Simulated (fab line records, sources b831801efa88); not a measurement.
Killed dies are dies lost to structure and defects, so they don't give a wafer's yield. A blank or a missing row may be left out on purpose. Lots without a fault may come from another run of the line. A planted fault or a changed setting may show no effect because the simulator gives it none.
Tool commonality check | flow sky130 | 12 lots, 34 wafers sampled

WHY IT WAS OPENED
At SKY_SD_N_RS_MEAS_16 the reading SD_N_RS is flagged on 2 of 12 lots. Wafers without a fault read 68.45 ohm/sq, standard deviation 0.13.
Rule: a lot is flagged when every wafer of it that has a number lies more than 4 standard deviations from that mean, or none has a number. The other lots count as sound.

lot  | measured     | on            | SD_N_RS (ohm/sq), wafer by wafer | flag
L850 | day 27 12:17 | film_metro-01 | 68.34 68.54 68.60                |
L852 | day 28 17:55 | film_metro-04 | 68.15 68.27 68.14                |
L853 | day 29 01:34 | film_metro-04 | 68.42 68.36 68.34                |
L854 | day 29 08:17 | film_metro-04 | 68.56 68.31 68.36                |
L855 | day 29 19:38 | film_metro-01 | 68.38 68.35 68.61                |
L856 | day 30 03:47 | film_metro-04 | 68.59 68.41 68.52                |
L857 | day 30 21:10 | film_metro-01 | 68.57 68.41 68.60                |
L864 | day 32 20:58 | film_metro-01 | 67.28 67.45                      | FLAGGED
L866 | day 33 16:41 | film_metro-01 | 67.41 67.35                      | FLAGGED
L869 | day 34 07:25 | film_metro-04 | 68.36 68.40 68.37                |
L871 | day 34 16:45 | film_metro-02 | 68.58 68.64 68.56                |
L873 | day 35 09:21 | film_metro-04 | 68.56 68.29 68.23                |
The numbers of the flagged lots are 67.37 ohm/sq on average: -1.08 ohm/sq against the usual, or -8 standard deviations.

WHICH TOOL RAN EACH LOT
The record holds 2 process steps before the reading, out of a route of 708 steps. In each cell: the tool, then ch and the chambers that the sampled wafers went through, then the start.
lot  | flag    | SKY_RES_XHIGH_STRIP_08               | SKY_SD_N_RTA_14
L850 |         | plasma_asher-04 ch 0,1, day 26 06:46 | rtp_anneal-02 ch 0, day 27 12:06
L852 |         | plasma_asher-01 ch 1, day 27 13:07   | rtp_anneal-02 ch 0, day 28 17:44
L853 |         | plasma_asher-01 ch 0, day 27 20:48   | rtp_anneal-01 ch 0, day 29 01:23
L854 |         | plasma_asher-01 ch 0,1, day 28 02:26 | rtp_anneal-02 ch 0, day 29 08:05
L855 |         | plasma_asher-01 ch 0,1, day 28 14:49 | rtp_anneal-01 ch 0, day 29 19:27
L856 |         | plasma_asher-02 ch 0,1, day 28 22:49 | rtp_anneal-02 ch 0, day 30 03:35
L857 |         | plasma_asher-01 ch 0,1, day 29 16:23 | rtp_anneal-02 ch 0, day 30 20:57
L864 | FLAGGED | plasma_asher-01 ch 0,1, day 31 17:12 | rtp_anneal-02 ch 0, day 32 20:47
L866 | FLAGGED | plasma_asher-01 ch 0,1, day 32 13:04 | rtp_anneal-02 ch 0, day 33 16:29
L869 |         | plasma_asher-01 ch 0,1, day 33 03:34 | rtp_anneal-01 ch 0, day 34 07:14
L871 |         | plasma_asher-01 ch 0,1, day 33 13:55 | rtp_anneal-01 ch 0, day 34 16:33
L873 |         | plasma_asher-02 ch 0,1, day 34 06:35 | rtp_anneal-01 ch 0, day 35 09:10
What these steps do:
- SKY_RES_XHIGH_STRIP_08: strips in O2/N2.
- SKY_SD_N_RTA_14: time 2 s.
- SKY_SD_N_RS_MEAS_16: measures by four-point-probe.

FLAGGED OVER TOTAL, TOOL BY TOOL (the gauges that took the reading come last)
step                   | tool            | lots run | flagged | share of the flagged lots | sound lots run after its first flagged lot
SKY_RES_XHIGH_STRIP_08 | plasma_asher-01 | 9        | 2       | all                       | 2 (L869,L871)
SKY_RES_XHIGH_STRIP_08 | plasma_asher-02 | 2        | 0       | none                      | -
SKY_RES_XHIGH_STRIP_08 | plasma_asher-04 | 1        | 0       | none                      | -
SKY_SD_N_RTA_14        | rtp_anneal-01   | 5        | 0       | none                      | -
SKY_SD_N_RTA_14        | rtp_anneal-02   | 7        | 2       | all                       | 0
SKY_SD_N_RS_MEAS_16    | film_metro-01   | 5        | 2       | all                       | 0
SKY_SD_N_RS_MEAS_16    | film_metro-02   | 1        | 0       | none                      | -
SKY_SD_N_RS_MEAS_16    | film_metro-04   | 6        | 0       | none                      | -

WHAT THE TABLE ALLOWS
3 rows of the table ran every flagged lot: plasma_asher-01 at SKY_RES_XHIGH_STRIP_08, rtp_anneal-02 at SKY_SD_N_RTA_14, film_metro-01 at SKY_SD_N_RS_MEAS_16.
- plasma_asher-01 at SKY_RES_XHIGH_STRIP_08: 2 of its 9 lots flagged. Sound lots ran on it after the first flagged one (L869, L871), which a lasting fault on the whole tool wouldn't allow.
- rtp_anneal-02 at SKY_SD_N_RTA_14: 2 of its 7 lots flagged. Its last sound lot is L857 (day 30 20:57), its first flagged lot L864 (day 32 20:47): a fault that began between those two fits. Its own readings lie more than 4 standard deviations out on every wafer of the flagged lots: wafer_temp_C_max.
- film_metro-01 at SKY_SD_N_RS_MEAS_16: 2 of its 5 lots flagged. Its last sound lot is L857 (day 30 21:10), its first flagged lot L864 (day 32 20:58): a fault that began between those two fits.
Counting lots can't tell these 2 tools apart, because each fits a fault that began at some hour. More lots, or a look at what each step does to the wafer, might.

WHAT THE SIMULATOR HAD PUT IN
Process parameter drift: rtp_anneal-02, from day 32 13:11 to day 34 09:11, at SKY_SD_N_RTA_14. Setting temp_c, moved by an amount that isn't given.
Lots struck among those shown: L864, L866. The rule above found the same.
